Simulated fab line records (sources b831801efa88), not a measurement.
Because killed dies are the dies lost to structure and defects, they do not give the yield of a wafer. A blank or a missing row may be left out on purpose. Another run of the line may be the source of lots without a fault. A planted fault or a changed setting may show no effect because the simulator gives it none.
fab line records + flow sky130
record:
- lots: 6
- wafers: 18
- last_day: 49
route steps=708 shown VT_ADJUST_LVTN@104 VT_ADJUST_NCORE@119 PAD_OPEN@708
lots that met no fault: taken from a fault-free run of the same line
start_h: hours from the record's opening day to when the first of the lot's shown wafers began + wait_h: hours since the lot's step before + " the same as in the row above + L1.1+2: several wafers, shown together as one row + - no value, or no start given + * or withheld: withheld + < > ~ a bound
route shown NAME@n: NAME is a module with steps in the file, n the number in the route of the first one + usual: average and standard deviation across the fault-free wafers + same: alike in all rows + chamber/n: place in a boat + sites: each site's reading + _std_site: the standard deviation of these + _edge_site: mean of outer sites minus mean of inner sites + radius_mm: for every site, how far away it sits from the centre of the wafer + mask NAME#n: copy n + behind: the tool/chamber that last shaped the wafer + hold: reason for holding the lot/hours on hold/outcome of the hold + device: transistor that didn't switch, given as n, p or np + end of line: the tests these same wafers got at the end of their route + for a step that has no rows: nothing shown but its recipe + killed: count of dies lost to structure and defects at first sort (not the wafer's yield) + map: dies across one wafer; x = killed, . = not, _ = none there
set.NAME: the setting that was run; set.NAME@STEP: the one run at that earlier step + model.NAME: the simulator's own value behind a step, which no gauge read
lots at selected steps of the route; one table per step, one row per wafer
services: when a tool's chamber went out of use (start_h, in hours from the record's first day, below 0 if earlier), for how many hours, and the reason
== steps ==
step: SKY_VT_ADJUST_LVTN_OVL_MEAS_07
usual:
- VT_ADJUST_LVTN_OVL: 0.8/1.7
| lot.wafer | tool       | chamber | start_h | wait_h | VT_ADJUST_LVTN_OVL[nm] |
|-----------|------------|---------|---------|--------|------------------------|
| L599.2    | overlay-02 | -       | 139.80  | -      | -1.3                   |
| L599.4    | "          | -       | "       | "      | -0.8                   |
| L599.6    | "          | -       | "       | "      | -1.7                   |
| L606.1    | overlay-02 | -       | 187.75  | -      | 1.1                    |
| L606.3    | "          | -       | "       | "      | 0.1                    |
| L606.6    | "          | -       | "       | "      | 2.5                    |
| L610.2    | overlay-01 | -       | 217.56  | -      | 0.3                    |
| L610.3    | "          | -       | "       | "      | -0.9                   |
| L610.4    | "          | -       | "       | "      | 1.4                    |
| L613.1    | overlay-02 | -       | 232.80  | -      | 1.4                    |
| L613.2    | "          | -       | "       | "      | 2.4                    |
| L613.3    | "          | -       | "       | "      | 1.0                    |
| L612.2    | overlay-01 | -       | 233.16  | -      | 2.8                    |
| L612.4    | "          | -       | "       | "      | 1.1                    |
| L612.6    | "          | -       | "       | "      | 1.8                    |
| L618.1    | overlay-02 | -       | 263.97  | -      | 1.9                    |
| L618.3    | "          | -       | "       | "      | 2.7                    |
| L618.4    | "          | -       | "       | "      | 0.8                    |
step: SKY_VT_ADJUST_LVTN_IMPLANT_08
recipe:
- species: B
- energy_kev: 30.31
- dose_cm2: 1.57e+12
- tilt_deg: withheld
step: SKY_VT_ADJUST_LVTN_STRIP_09
recipe:
- chemistry: O2/N2
- power_w: 1400
- pressure_mtorr: 1500
- platen_temp_c: withheld
- o2_flow_sccm: 3000
- n2_flow_sccm: 300
- overash_fraction: 0.5
usual:
- drypump_motor_current_A: 5.4/0.42
- oes_product_au: 0.722/0.0046
- strip_time_to_endpoint_s: 36.92/0.11
| lot.wafer | tool            | chamber | start_h | wait_h | drypump_motor_current_A | oes_product_au | rf_hours_counter_h | strip_time_to_endpoint_s |
|-----------|-----------------|---------|---------|--------|-------------------------|----------------|--------------------|--------------------------|
| L599.2    | plasma_asher-02 | 0       | 139.98  | 0.1    | 5.8                     | 0.729          | 46                 | 37.02                    |
| L599.4    | "               | 1       | "       | "      | 4.7                     | 0.714          | -                  | 36.87                    |
| L599.6    | "               | 1       | "       | "      | 4.7                     | 0.730          | -                  | 37.06                    |
| L606.1    | plasma_asher-01 | 1       | 187.94  | 0.1    | 5.5                     | 0.719          | 7                  | 36.86                    |
| L606.3    | "               | 0       | "       | "      | 5.5                     | 0.725          | -                  | 36.85                    |
| L606.6    | "               | 1       | "       | "      | 5.5                     | 0.722          | -                  | 36.88                    |
| L610.2    | plasma_asher-04 | 1       | 217.74  | 0.1    | 5.0                     | 0.723          | 40                 | 37.01                    |
| L610.3    | "               | 1       | "       | "      | 5.0                     | 0.725          | -                  | 36.91                    |
| L610.4    | "               | 0       | "       | "      | 5.6                     | 0.723          | -                  | 36.91                    |
| L613.1    | plasma_asher-02 | 1       | 232.99  | 0.1    | 4.7                     | 0.722          | 55                 | 36.85                    |
| L613.2    | "               | 0       | "       | "      | 5.9                     | 0.721          | 55                 | 36.85                    |
| L613.3    | "               | 0       | "       | "      | 5.9                     | 0.715          | -                  | 36.82                    |
| L612.2    | plasma_asher-02 | 1       | 233.34  | 0.1    | 4.7                     | 0.725          | 55                 | 36.96                    |
| L612.4    | "               | 0       | "       | "      | 5.9                     | 0.713          | -                  | 37.01                    |
| L612.6    | "               | 0       | "       | "      | 5.9                     | 0.726          | -                  | 36.93                    |
| L618.1    | plasma_asher-02 | 0       | 264.15  | 0.1    | 5.9                     | 0.719          | 58                 | 36.81                    |
| L618.3    | "               | 0       | "       | "      | 5.9                     | 0.722          | -                  | 36.76                    |
| L618.4    | "               | 1       | "       | "      | 4.7                     | 0.728          | -                  | 36.83                    |
step: SKY_VT_ADJUST_LVTN_TW_MEAS_10
usual:
- VT_ADJUST_LVTN_TW: 241.2/1.1
| lot.wafer | tool          | chamber | start_h | wait_h | VT_ADJUST_LVTN_TW |
|-----------|---------------|---------|---------|--------|-------------------|
| L599.2    | film_metro-03 | -       | 140.09  | 0.1    | 238.9             |
| L599.4    | "             | -       | "       | "      | 240.1             |
| L599.6    | "             | -       | "       | "      | 239.3             |
| L606.1    | film_metro-03 | -       | 188.04  | 0.1    | 239.5             |
| L606.3    | "             | -       | "       | "      | 240.5             |
| L606.6    | "             | -       | "       | "      | 241.5             |
| L610.2    | film_metro-04 | -       | 217.85  | 0.1    | 242.4             |
| L610.3    | "             | -       | "       | "      | 241.3             |
| L610.4    | "             | -       | "       | "      | 242.5             |
| L613.1    | film_metro-03 | -       | 233.09  | 0.1    | 241.1             |
| L613.2    | "             | -       | "       | "      | 239.9             |
| L613.3    | "             | -       | "       | "      | 241.1             |
| L612.2    | film_metro-01 | -       | 233.45  | 0.1    | 242.2             |
| L612.4    | "             | -       | "       | "      | 242.9             |
| L612.6    | "             | -       | "       | "      | 243.6             |
| L618.1    | film_metro-03 | -       | 264.25  | 0.1    | 241.1             |
| L618.3    | "             | -       | "       | "      | 241.2             |
| L618.4    | "             | -       | "       | "      | 241.0             |
step: SKY_VT_ADJUST_LVTN_DEHYDRATE_11
recipe:
- temp_c: 200
- time_s: 60
step: SKY_VT_ADJUST_LVTN_HMDS_12
recipe:
- prime_time_s: 60
- prime_temp_c: 120
step: SKY_VT_ADJUST_LVTN_COAT_13
recipe:
- resist: NOVOLAK
- spin_rpm: 3000
- resist_thk_nm: 1140
step: SKY_VT_ADJUST_LVTN_SOFTBAKE_14
recipe:
- temp_c: 90
- time_s: 60
- resist: NOVOLAK
step: SKY_VT_ADJUST_LVTN_EXPOSE_15
recipe:
- mask_id: HVN_STD_DERIVED
- na: 0.6
- source_shape: conventional
- sigma_outer: 0.6
- polarization: unpolarized
- target_cd_nm: 600
- dose_mj: 163
step: SKY_VT_ADJUST_LVTN_PEB_16
recipe:
- temp_c: withheld
- time_s: *
- resist: NOVOLAK
step: SKY_VT_ADJUST_LVTN_DEVELOP_17
recipe:
- resist: NOVOLAK
- developer: TMAH
- develop_time_s: 60
- dev_temp_c: 23
step: SKY_VT_ADJUST_LVTN_OVL_MEAS_18
usual:
- VT_ADJUST_LVTN_01_OVL: 0.6/1.5
| lot.wafer | tool       | chamber | start_h | wait_h | VT_ADJUST_LVTN_01_OVL[nm] |
|-----------|------------|---------|---------|--------|---------------------------|
| L599.2    | overlay-01 | -       | 159.02  | 0.1    | 1.9                       |
| L599.4    | "          | -       | "       | "      | 2.9                       |
| L599.6    | "          | -       | "       | "      | 2.3                       |
| L606.1    | overlay-01 | -       | 209.57  | 0.1    | 1.7                       |
| L606.3    | "          | -       | "       | "      | 3.0                       |
| L606.6    | "          | -       | "       | "      | 2.1                       |
| L610.2    | overlay-01 | -       | 239.80  | 0.1    | 1.3                       |
| L610.3    | "          | -       | "       | "      | -0.6                      |
| L610.4    | "          | -       | "       | "      | -0.6                      |
| L613.1    | overlay-02 | -       | 255.32  | 0.1    | 0.8                       |
| L613.2    | "          | -       | "       | "      | -1.0                      |
| L613.3    | "          | -       | "       | "      | -1.3                      |
| L612.2    | overlay-02 | -       | 255.90  | 0.1    | -1.4                      |
| L612.4    | "          | -       | "       | "      | 1.1                       |
| L612.6    | "          | -       | "       | "      | -0.7                      |
| L618.1    | overlay-01 | -       | 289.39  | 0.1    | -0.8                      |
| L618.3    | "          | -       | "       | "      | -2.4                      |
| L618.4    | "          | -       | "       | "      | -3.4                      |
step: SKY_VT_ADJUST_LVTN_IMPLANT_19
recipe:
- species: B
- energy_kev: 30
- dose_cm2: 6.5e+11
- tilt_deg: withheld
usual:
- dose_ions_cm2: 6.502e+11/7.3e+08
- faraday_current_uA: 3.67/0.069
| lot.wafer | tool         | chamber | start_h | wait_h | dose_ions_cm2 | faraday_current_uA |
|-----------|--------------|---------|---------|--------|---------------|--------------------|
| L599.2    | implanter-03 | 0       | 159.08  | 0.0    | 6.507e+11     | 3.68               |
| L599.4    | "            | 0       | "       | "      | 6.505e+11     | 3.71               |
| L599.6    | "            | 0       | "       | "      | 6.503e+11     | 3.72               |
| L606.1    | implanter-01 | 0       | 209.60  | 0.0    | 6.515e+11     | 3.66               |
| L606.3    | "            | 0       | "       | "      | 6.508e+11     | 3.72               |
| L606.6    | "            | 0       | "       | "      | 6.501e+11     | 3.59               |
| L610.2    | implanter-02 | 0       | 239.86  | 0.0    | 6.512e+11     | 3.62               |
| L610.3    | "            | 0       | "       | "      | 6.492e+11     | 3.70               |
| L610.4    | "            | 0       | "       | "      | 6.504e+11     | 3.68               |
| L613.1    | implanter-01 | 0       | 255.35  | 0.0    | 1.0516e+12    | 5.97               |
| L613.2    | "            | 0       | "       | "      | 1.0506e+12    | 5.96               |
| L613.3    | "            | 0       | "       | "      | 1.0517e+12    | 5.99               |
| L612.2    | implanter-01 | 0       | 255.96  | 0.0    | 1.0505e+12    | 5.70               |
| L612.4    | "            | 0       | "       | "      | 1.0502e+12    | 6.06               |
| L612.6    | "            | 0       | "       | "      | 1.0519e+12    | 5.86               |
| L618.1    | implanter-03 | 0       | 289.43  | 0.0    | 6.512e+11     | 3.65               |
| L618.3    | "            | 0       | "       | "      | 6.499e+11     | 3.63               |
| L618.4    | "            | 0       | "       | "      | 6.508e+11     | 3.66               |
step: SKY_VT_ADJUST_LVTN_STRIP_20
recipe:
- chemistry: O2/N2
- power_w: 1400
- pressure_mtorr: 1500
- platen_temp_c: withheld
- o2_flow_sccm: 3000
- n2_flow_sccm: 300
- overash_fraction: 0.5
usual:
- drypump_motor_current_A: 5.4/0.42
- oes_product_au: 0.716/0.0047
- strip_time_to_endpoint_s: 14.19/0.037
| lot.wafer | tool            | chamber | start_h | wait_h | drypump_motor_current_A | oes_product_au | rf_hours_counter_h | strip_time_to_endpoint_s |
|-----------|-----------------|---------|---------|--------|-------------------------|----------------|--------------------|--------------------------|
| L599.2    | plasma_asher-02 | 1       | 159.20  | 0.1    | 4.7                     | 0.712          | 48                 | 14.18                    |
| L599.4    | "               | 1       | "       | "      | 4.7                     | 0.719          | -                  | 14.21                    |
| L599.6    | "               | 0       | "       | "      | 5.8                     | 0.719          | -                  | 14.22                    |
| L606.1    | plasma_asher-02 | 1       | 209.75  | 0.1    | 4.7                     | 0.721          | 53                 | 14.25                    |
| L606.3    | "               | 0       | "       | "      | 5.8                     | 0.716          | -                  | 14.24                    |
| L606.6    | "               | 1       | "       | "      | 4.7                     | 0.722          | -                  | 14.25                    |
| L610.2    | plasma_asher-02 | 0       | 239.98  | 0.1    | 5.8                     | 0.718          | 56                 | 14.17                    |
| L610.3    | "               | 0       | "       | "      | 5.9                     | 0.719          | -                  | 14.14                    |
| L610.4    | "               | 1       | "       | "      | 4.7                     | 0.712          | -                  | 14.16                    |
| L613.1    | plasma_asher-02 | 1       | 255.50  | 0.1    | 4.7                     | 0.713          | 58                 | 14.11                    |
| L613.2    | "               | 0       | "       | "      | 5.8                     | 0.721          | 58                 | 14.19                    |
| L613.3    | "               | 0       | "       | "      | 5.8                     | 0.713          | -                  | 14.20                    |
| L612.2    | plasma_asher-04 | 1       | 256.08  | 0.1    | 5.1                     | 0.718          | 44                 | 14.17                    |
| L612.4    | "               | 1       | "       | "      | 5.0                     | 0.713          | -                  | 14.15                    |
| L612.6    | "               | 1       | "       | "      | 5.1                     | 0.717          | -                  | 14.17                    |
| L618.1    | plasma_asher-01 | 1       | 289.58  | 0.1    | 5.5                     | 0.718          | 16                 | 14.19                    |
| L618.3    | "               | 1       | "       | "      | 5.5                     | 0.713          | -                  | 14.25                    |
| L618.4    | "               | 0       | "       | "      | 5.5                     | 0.714          | -                  | 14.25                    |
step: SKY_VT_ADJUST_LVTN_TW_MEAS_21
usual:
- VT_ADJUST_LVTN_2_TW: 187.9/1.1
| lot.wafer | tool          | chamber | start_h | wait_h | VT_ADJUST_LVTN_2_TW |
|-----------|---------------|---------|---------|--------|---------------------|
| L599.2    | film_metro-01 | -       | 159.31  | 0.1    | 187.3               |
| L599.4    | "             | -       | "       | "      | 187.8               |
| L599.6    | "             | -       | "       | "      | 186.9               |
| L606.1    | film_metro-01 | -       | 209.85  | 0.1    | 188.9               |
| L606.3    | "             | -       | "       | "      | 186.9               |
| L606.6    | "             | -       | "       | "      | 188.3               |
| L610.2    | film_metro-01 | -       | 240.09  | 0.1    | 187.9               |
| L610.3    | "             | -       | "       | "      | 187.8               |
| L610.4    | "             | -       | "       | "      | 187.4               |
| L613.1    | film_metro-04 | -       | 255.60  | 0.1    | 215.9               |
| L613.2    | "             | -       | "       | "      | 215.3               |
| L613.3    | "             | -       | "       | "      | 216.3               |
| L612.2    | film_metro-04 | -       | 256.19  | 0.1    | 215.6               |
| L612.4    | "             | -       | "       | "      | 216.4               |
| L612.6    | "             | -       | "       | "      | 216.1               |
| L618.1    | film_metro-03 | -       | 289.68  | 0.1    | 187.2               |
| L618.3    | "             | -       | "       | "      | 186.1               |
| L618.4    | "             | -       | "       | "      | 186.1               |
step: SKY_VT_ADJUST_NCORE_DEHYDRATE_00
recipe:
- temp_c: 200
- time_s: 60
step: SKY_PAD_OPEN_PROBE_99
usual:
- killed_at_M0_to_M3: 44/7.1
- killed_at_M4_up: 3.1/1.9
- killed_at_contacts: 25/5.8
- killed_at_front_end: 16/4.5
- killed_at_other: 0.3/0.52
- killed_dies: 88/9.1
- killed_open: 48/6.8
- killed_short: 39/5.8
same:
- gross_dies: 492
- killed_at_back_side: 0
| lot.wafer | tool      | chamber | start_h | wait_h | killed_at_M0_to_M3 | killed_at_M4_up | killed_at_contacts | killed_at_front_end | killed_at_other | killed_dies | killed_open | killed_short | model.etest.res_pwell_under_gate.rs_ohm_sq | model.etest.nfet_g5v0d10v5.r_on_ohm_um | model.etest.tip_n_5v.rs_ohm_sq | model.etest.nfet_g5v0d10v5.drive_ua_um | model.etest.nfet_16v.drive_ua_um | model.etest.nfet_g5v0d10v5.body_rise_v | model.etest.nfet_16v.body_rise_v | model.etest.nfet_g5v0d10v5.vt_sat_v |
|-----------|-----------|---------|---------|--------|--------------------|-----------------|--------------------|---------------------|-----------------|-------------|-------------|--------------|--------------------------------------------|----------------------------------------|--------------------------------|----------------------------------------|----------------------------------|----------------------------------------|----------------------------------|-------------------------------------|
| L599.2    | prober-01 | -       | 1077.46 | 0.1    | 40                 | 2               | 24                 | 12                  | 0               | 78          | 47          | 30           | 2303                                       | 1877                                   | 1396                           | 611.4                                  | 224.2                            | 0.6619                                 | 0.6608                           | 0.7683                              |
| L599.4    | prober-01 | -       | 1077.56 | 0.2    | 37                 | 2               | 15                 | 14                  | 1               | 69          | 32          | 36           | 2305                                       | 1869                                   | 1398                           | 610.9                                  | 225.7                            | 0.6572                                 | 0.6564                           | 0.7586                              |
| L599.6    | prober-01 | -       | 1077.66 | 0.2    | 38                 | 0               | 23                 | 9                   | 1               | 71          | 43          | 28           | 2314                                       | 1906                                   | 1392                           | 610                                    | 220.1                            | 0.6663                                 | 0.6662                           | 0.751                               |
| L606.1    | prober-02 | -       | 1135.52 | 0.1    | 39                 | 4               | 29                 | 9                   | 1               | 82          | 48          | 34           | 2293                                       | 1822                                   | 1382                           | 620.7                                  | 229.1                            | 0.6613                                 | 0.6614                           | 0.7599                              |
| L606.3    | prober-02 | -       | 1135.62 | 0.2    | 37                 | 1               | 30                 | 9                   | 0               | 77          | 34          | 43           | 2317                                       | 1863                                   | 1385                           | 609.5                                  | 226.6                            | 0.6642                                 | 0.6643                           | 0.7511                              |
| L606.6    | prober-02 | -       | 1135.77 | 0.2    | 43                 | 3               | 22                 | 14                  | 0               | 82          | 48          | 34           | 2307                                       | 1845                                   | 1378                           | 622.6                                  | 226.6                            | 0.6637                                 | 0.6629                           | 0.7619                              |
| L610.2    | prober-02 | -       | 1143.39 | 0.1    | 42                 | 2               | 30                 | 13                  | 0               | 87          | 46          | 41           | 2290                                       | 1906                                   | 1370                           | 593.8                                  | 215.8                            | 0.6868                                 | 0.6838                           | 0.7625                              |
| L610.3    | prober-02 | -       | 1143.44 | 0.2    | 31                 | 0               | 34                 | 8                   | 0               | 73          | 36          | 35           | 2283                                       | 1890                                   | 1372                           | 597.8                                  | 220.4                            | 0.6742                                 | 0.6714                           | 0.7625                              |
| L610.4    | prober-02 | -       | 1143.49 | 0.2    | 60                 | 3               | 22                 | 8                   | 0               | 93          | 45          | 48           | 2298                                       | 1898                                   | 1369                           | 582.4                                  | 214.7                            | 0.6869                                 | 0.6868                           | 0.7705                              |
| L613.1    | prober-02 | -       | 1157.66 | 0.1    | 49                 | 3               | 23                 | 16                  | 0               | 91          | 49          | 41           | 2242                                       | 1932                                   | 1436                           | 577.5                                  | 212                              | 0.732                                  | 0.7301                           | 0.8181                              |
| L613.2    | prober-02 | -       | 1157.71 | 0.1    | 42                 | 3               | 31                 | 17                  | 0               | 93          | 49          | 44           | 2226                                       | 1941                                   | 1426                           | 578.1                                  | 210.6                            | 0.7339                                 | 0.7312                           | 0.8251                              |
| L613.3    | prober-02 | -       | 1157.76 | 0.2    | 36                 | 4               | 26                 | 25                  | 1               | 92          | 49          | 42           | 2210                                       | 1949                                   | 1430                           | 586                                    | 213                              | 0.7252                                 | 0.7236                           | 0.8101                              |
| L612.2    | prober-01 | -       | 1161.17 | 0.1    | 49                 | 7               | 26                 | 9                   | 1               | 92          | 47          | 45           | 2233                                       | 1937                                   | 1431                           | 580.5                                  | 210.4                            | 0.7372                                 | 0.7365                           | 0.8222                              |
| L612.4    | prober-01 | -       | 1161.27 | 0.2    | 55                 | 1               | 20                 | 15                  | 0               | 91          | 44          | 47           | 2239                                       | 1892                                   | 1428                           | 592.8                                  | 213.2                            | 0.7241                                 | 0.721                            | 0.8137                              |
| L612.6    | prober-01 | -       | 1161.37 | 0.2    | 49                 | 2               | 23                 | 18                  | 2               | 94          | 55          | 39           | 2235                                       | 1909                                   | 1425                           | 587.3                                  | 212.7                            | 0.7296                                 | 0.7257                           | 0.8165                              |
| L618.1    | prober-02 | -       | 1178.16 | 0.1    | 43                 | 2               | 17                 | 14                  | 0               | 76          | 42          | 34           | 2302                                       | 1881                                   | 1362                           | 601.8                                  | 219.5                            | 0.6706                                 | 0.668                            | 0.7661                              |
| L618.3    | prober-02 | -       | 1178.26 | 0.2    | 42                 | 3               | 24                 | 9                   | 0               | 78          | 48          | 30           | 2300                                       | 1924                                   | 1364                           | 594.5                                  | 220.2                            | 0.6741                                 | 0.673                            | 0.7694                              |
| L618.4    | prober-02 | -       | 1178.31 | 0.2    | 49                 | 4               | 26                 | 22                  | 0               | 101         | 59          | 42           | 2299                                       | 1922                                   | 1364                           | 591.6                                  | 219.4                            | 0.6758                                 | 0.6724                           | 0.7728                              |
killed by level:class
L599.2 CONTACT:geometric_particle:open=14 VIA1:geometric_particle:open=13 VIA1:geometric_particle:short=7 FIELD_ISO:geometric_particle:open=5 POLY_GATE:geometric_particle:short=5 METAL2:geometric_particle:short=5 VIA3:geometric_particle:open=5 LI_CONTACT:geometric_particle:short=3
L599.4 VIA3:geometric_particle:open=8 FIELD_ISO:geometric_particle:short=6 VIA2:geometric_particle:open=6 LI_CONTACT:geometric_particle:open=5 VIA1:geometric_particle:short=5 METAL2:geometric_particle:short=5 METAL1:geometric_particle:short=4 CONTACT:geometric_particle:open=4
L599.6 CONTACT:geometric_particle:open=11 VIA1:geometric_particle:open=9 METAL2:geometric_particle:short=5 VIA2:geometric_particle:open=5 FIELD_ISO:geometric_particle:short=4 METAL1:geometric_particle:open=4 METAL1:geometric_particle:short=4 VIA1:geometric_particle:short=4
L606.1 CONTACT:geometric_particle:open=15 VIA1:geometric_particle:open=10 VIA3:geometric_particle:open=9 CONTACT:geometric_particle:short=7 VIA1:geometric_particle:short=5 FIELD_ISO:geometric_particle:short=4 VIA2:geometric_particle:open=4 METAL1:geometric_particle:short=3
L606.3 LOCAL_INTERCONNECT:geometric_particle:short=9 VIA1:geometric_particle:open=8 VIA3:geometric_particle:open=7 CONTACT:geometric_particle:open=7 METAL1:geometric_particle:short=6 LI_CONTACT:geometric_particle:short=5 CONTACT:geometric_particle:short=5 POLY_GATE:geometric_particle:short=3
L606.6 VIA3:geometric_particle:open=9 VIA1:geometric_particle:open=8 CONTACT:geometric_particle:open=7 METAL1:geometric_particle:short=6 CONTACT:geometric_particle:short=6 FIELD_ISO:geometric_particle:open=5 VIA1:geometric_particle:short=5 LOCAL_INTERCONNECT:geometric_particle:short=4
L610.2 CONTACT:geometric_particle:open=11 VIA2:geometric_particle:open=9 VIA1:geometric_particle:open=8 LOCAL_INTERCONNECT:geometric_particle:short=7 LI_CONTACT:geometric_particle:open=6 FIELD_ISO:geometric_particle:short=5 CONTACT:geometric_particle:short=5 VIA3:geometric_particle:short=5
L610.3 CONTACT:geometric_particle:open=9 LOCAL_INTERCONNECT:geometric_particle:short=9 CONTACT:geometric_particle:short=7 VIA2:geometric_particle:open=7 LI_CONTACT:geometric_particle:open=5 VIA1:geometric_particle:open=5 METAL2:geometric_particle:short=5 VIA1:geometric_particle:short=4
L610.4 VIA3:geometric_particle:open=10 LI_CONTACT:geometric_particle:open=9 VIA1:geometric_particle:open=9 METAL2:geometric_particle:short=9 VIA2:geometric_particle:open=9 METAL1:geometric_particle:short=6 LOCAL_INTERCONNECT:geometric_particle:short=5 VIA1:geometric_particle:short=5
L613.1 VIA1:geometric_particle:open=14 VIA3:geometric_particle:open=7 LI_CONTACT:geometric_particle:open=6 LOCAL_INTERCONNECT:geometric_particle:short=6 CONTACT:geometric_particle:open=6 VIA1:geometric_particle:short=6 FIELD_ISO:geometric_particle:short=5 METAL1:geometric_particle:short=5
L613.2 CONTACT:geometric_particle:open=10 CONTACT:geometric_particle:short=9 LI_CONTACT:geometric_particle:open=7 VIA3:geometric_particle:open=7 VIA1:geometric_particle:open=7 FIELD_ISO:geometric_particle:short=6 METAL1:geometric_particle:short=5 METAL2:geometric_particle:short=5
L613.3 FIELD_ISO:geometric_particle:open=11 VIA1:geometric_particle:open=9 LI_CONTACT:geometric_particle:open=8 CONTACT:geometric_particle:open=7 METAL1:geometric_particle:short=6 FIELD_ISO:geometric_particle:short=5 METAL2:geometric_particle:short=4 POLY_GATE:geometric_particle:short=4
L612.2 CONTACT:geometric_particle:open=11 VIA1:geometric_particle:open=8 VIA3:geometric_particle:open=8 VIA2:geometric_particle:open=6 METAL2:geometric_particle:short=5 VIA1:geometric_particle:short=5 VIA3:geometric_particle:short=5 LI_CONTACT:geometric_particle:short=5
L612.4 VIA1:geometric_particle:open=12 VIA2:geometric_particle:open=10 CONTACT:geometric_particle:open=8 FIELD_ISO:geometric_particle:short=6 CONTACT:geometric_particle:short=6 VIA1:geometric_particle:short=6 METAL2:geometric_particle:short=6 VIA2:geometric_particle:short=6
L612.6 VIA3:geometric_particle:open=12 LI_CONTACT:geometric_particle:open=10 VIA1:geometric_particle:open=8 VIA2:geometric_particle:open=7 METAL1:geometric_particle:short=6 CONTACT:geometric_particle:open=5 FIELD_ISO:geometric_particle:open=4 POLY_GATE:geometric_particle:short=4
L618.1 CONTACT:geometric_particle:open=8 METAL1:geometric_particle:short=8 VIA1:geometric_particle:open=7 VIA3:geometric_particle:open=7 METAL2:geometric_particle:short=6 CONTACT:geometric_particle:short=5 VIA2:geometric_particle:open=5 FIELD_ISO:geometric_particle:short=4
L618.3 CONTACT:geometric_particle:open=11 VIA1:geometric_particle:open=8 VIA2:geometric_particle:open=8 LI_CONTACT:geometric_particle:open=6 LI_CONTACT:geometric_particle:short=5 METAL1:geometric_particle:short=5 VIA3:geometric_particle:open=4 METAL1:geometric_particle:open=3
L618.4 CONTACT:geometric_particle:open=9 LI_CONTACT:geometric_particle:open=8 VIA1:geometric_particle:open=7 VIA3:geometric_particle:open=7 VIA2:geometric_particle:open=6 FIELD_ISO:geometric_particle:short=5 POLY_GATE:geometric_particle:open=5 METAL1:geometric_particle:short=5
== services ==
| tool            | chamber | start_h | hours | kind   |
|-----------------|---------|---------|-------|--------|
| plasma_asher-01 | 0       | 117.75  | -     | clean  |
| plasma_asher-01 | 1       | 117.75  | -     | clean  |
| plasma_asher-04 | -       | 140.67  | 2.8   | pm     |
| implanter-03    | -       | 172.46  | 1.6   | repair |
| plasma_asher-02 | -       | 203.82  | 4.0   | pm     |
| plasma_asher-02 | -       | 211.80  | 1.2   | repair |
| plasma_asher-01 | -       | 232.03  | 2.3   | repair |
| implanter-01    | -       | 232.43  | 1.1   | repair |
| implanter-01    | -       | 234.06  | 5.3   | pm     |
| implanter-03    | -       | 254.03  | 4.8   | pm     |
| implanter-02    | -       | 269.03  | 29.5  | repair |
| implanter-03    | -       | 279.79  | 3.1   | repair |
| implanter-03    | -       | 284.74  | 1.6   | repair |
== key ==
first_sign:
- step: SKY_VT_ADJUST_LVTN_IMPLANT_19
- reading: dose_ions_cm2
- direction: up
- sigmas: 99+
- usual: *
- struck: *
effect:
- step: SKY_VT_ADJUST_LVTN_IMPLANT_19
- reading: faraday_current_uA
- direction: up
- sigmas: 33
- usual: 3.67
- struck: 5.92
effect:
- step: SKY_VT_ADJUST_LVTN_TW_MEAS_21
- reading: VT_ADJUST_LVTN_2_TW
- direction: up
- sigmas: 25
- usual: 187.9
- struck: 215.9
model_effect:
- step: SKY_PAD_OPEN_PROBE_99
- value: etest.res_pwell_under_gate.rs_ohm_sq
- without: 2302
- struck: 2231
met_at SKY_VT_ADJUST_LVTN_IMPLANT_19
struck_wafers L612.2,L612.4,L612.6,L613.1,L613.2,L613.3
tester_left_out L612,L613
onset_between 209.60 255.35
fault:
- kind: process_parameter_drift
- tool: implanter-01
- chamber: -
- onset_h: 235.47
- steps: SKY_VT_ADJUST_LVTN_IMPLANT_19
- channel: dose_cm2
- offset: *
- shape: step
- end_h: 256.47
- acts_in: *
- stated: *
tester_left_out: of these lots the tester's yield and bins aren't shown, on N5 and GAA mostly nor the transistor test; their killed dies are dies lost to structure and defects alone, not to doping, threshold or leakage, so they don't give the yield
